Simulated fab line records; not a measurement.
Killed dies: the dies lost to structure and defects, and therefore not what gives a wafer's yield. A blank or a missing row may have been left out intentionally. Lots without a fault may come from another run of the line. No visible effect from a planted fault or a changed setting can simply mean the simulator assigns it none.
Chamber matching | flow sky130 | cmp-01 running SKY_VIA2_CMP_02: 4 sister chambers
The step polishes SiO2. 8 wafers are shown with their chamber, then 7 later ones without.

## WAFERS WITH THEIR CHAMBER
wafer  | chamber | motor-current-A (A)
L666.5 | 1       | 12.1
L667.2 | 1       | 11.7
L674.4 | 0       | 10.1
L674.5 | 0       | 10.5
L674.6 | 3       | 12.1
L675.1 | 2       | 13.7
L675.2 | 3       | 11.4
L675.5 | 2       | 12.7

## WAFERS WITH NO CHAMBER GIVEN
wafer  | motor-current-A (A)
L676.2 | 10.4
L676.4 | 10.6
L676.6 | 11.8
L679.4 | 11.7
L679.5 | 11.0
L679.6 | 10.4
L681.3 | 12.9

## WHICH CHAMBER EACH WENT THROUGH
wafer  | from the rows above          | in truth
L676.2 | 0                            | 0
L676.4 | can't be placed: 0 or 3      | 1
L676.6 | can't be placed: 3 or 1      | 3
L679.4 | can't be placed: 3 or 1      | 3
L679.5 | can't be placed: 0 or 3 or 1 | 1
L679.6 | 0                            | 0
L681.3 | can't be placed: 2 or 1 or 3 | 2
Correct placement for 2 of the 7. Unplaceable from these rows: 5, with the true chamber sitting among the candidates in 4. Placed wrongly: 0.
How it was worked out, from the rows above alone: a wafer's distance from a chamber is the root of the sum, over the readings, of the square of ((its reading less the chamber's mean) divided by the reading's scatter). If the next closest chamber is less than 2 further off than the closest, the wafer can't be placed; otherwise it belongs to the closest. For every chamber, the mean is computed from those of its wafers that are shown. How the scatter is found: for the shown wafers, subtract from each reading the mean of its chamber, square and add these, divide the total by (wafers less chambers), then take the root.
